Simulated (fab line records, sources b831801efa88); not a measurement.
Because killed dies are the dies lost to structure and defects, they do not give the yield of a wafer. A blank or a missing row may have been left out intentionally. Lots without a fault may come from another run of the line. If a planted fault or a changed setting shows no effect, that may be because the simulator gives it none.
Which tool did it? + flow sfq_line + 7 lots, 20 wafers sampled, at 2 steps of a route of 325

== WHAT THE GAUGES READ, wafer by wafer ==
SFQ_L0_RS_MEAS_901: measures by four-point-probe.
| lot  | measured    | on            | L0_MONX_KI_RS (ohm/sq) |
|------|-------------|---------------|------------------------|
| L255 | day 1 17:35 | film_metro-02 | 43.3 43.6 43.7         |
| L257 | day 2 03:37 | film_metro-02 | 42.5 42.4 42.8         |
| L259 | day 2 13:34 | film_metro-01 | 43.0 43.1 43.1         |
| L265 | day 3 19:35 | film_metro-02 | 42.7 43.3 43.0         |
| L268 | day 4 10:36 | film_metro-01 | 44.1 31.5              |
| L271 | day 5 01:34 | film_metro-04 | 44.0 44.0 44.1         |
| L275 | day 5 21:35 | film_metro-01 | 43.5 43.1 43.5         |

== EACH LOT AND THE TOOL THAT RAN IT (in order: tool; ch and the chambers of the sampled wafers; start) ==
| lot  | SFQ_TRILAYER_L0_DEP_SPUTTER_003 |
|------|---------------------------------|
| L255 | pvd_sputter-03, day 1 17:29     |
| L257 | pvd_sputter-06, day 2 03:29     |
| L259 | pvd_sputter-03, day 2 13:29     |
| L265 | pvd_sputter-06, day 3 19:29     |
| L268 | pvd_sputter-03, day 4 10:29     |
| L271 | pvd_sputter-06, day 5 01:29     |
| L275 | pvd_sputter-04, day 5 21:29     |
- SFQ_TRILAYER_L0_DEP_SPUTTER_003: material MoNx KI, target thk 40 nm, time 100 s.

== THE ANSWER, worked out from the rows above alone ==
Rule: the lots themselves supply what counts as usual. The widest of any qualifying gaps counts: lots, ordered by their means at a reading, are off when they make up no more than a third of the lots, leave a main group of 4 or more, and stand apart from it by 3 or more times the standard deviation of that group's means. A main group whose means are all the same, to the digits that the tables above print for the reading, isn't used. Also off: a lot with no number at a reading for which 4 or more lots have one. Any other lot the step has rows for is counted as sound.
Off: at SFQ_L0_RS_MEAS_901 (L0_MONX_KI_RS), L268. Mean 43.3 ohm/sq and standard deviation 0.46 in the main group.
A tool fits if, at a process step before that reading, it ran every lot that is off, and no sound lot after the first of them. Gauges at SFQ_L0_RS_MEAS_901: tried the same way as those tools. One fits: pvd_sputter-03 at SFQ_TRILAYER_L0_DEP_SPUTTER_003. Its last sound lot is L259 (day 2 13:29), its first lot that is off L268 (day 4 10:29): a fault that began between those two fits.

== WHAT WAS PUT IN BY THE SIMULATOR ==
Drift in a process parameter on pvd_sputter-03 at SFQ_TRILAYER_L0_DEP_SPUTTER_003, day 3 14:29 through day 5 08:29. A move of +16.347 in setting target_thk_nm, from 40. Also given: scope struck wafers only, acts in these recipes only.
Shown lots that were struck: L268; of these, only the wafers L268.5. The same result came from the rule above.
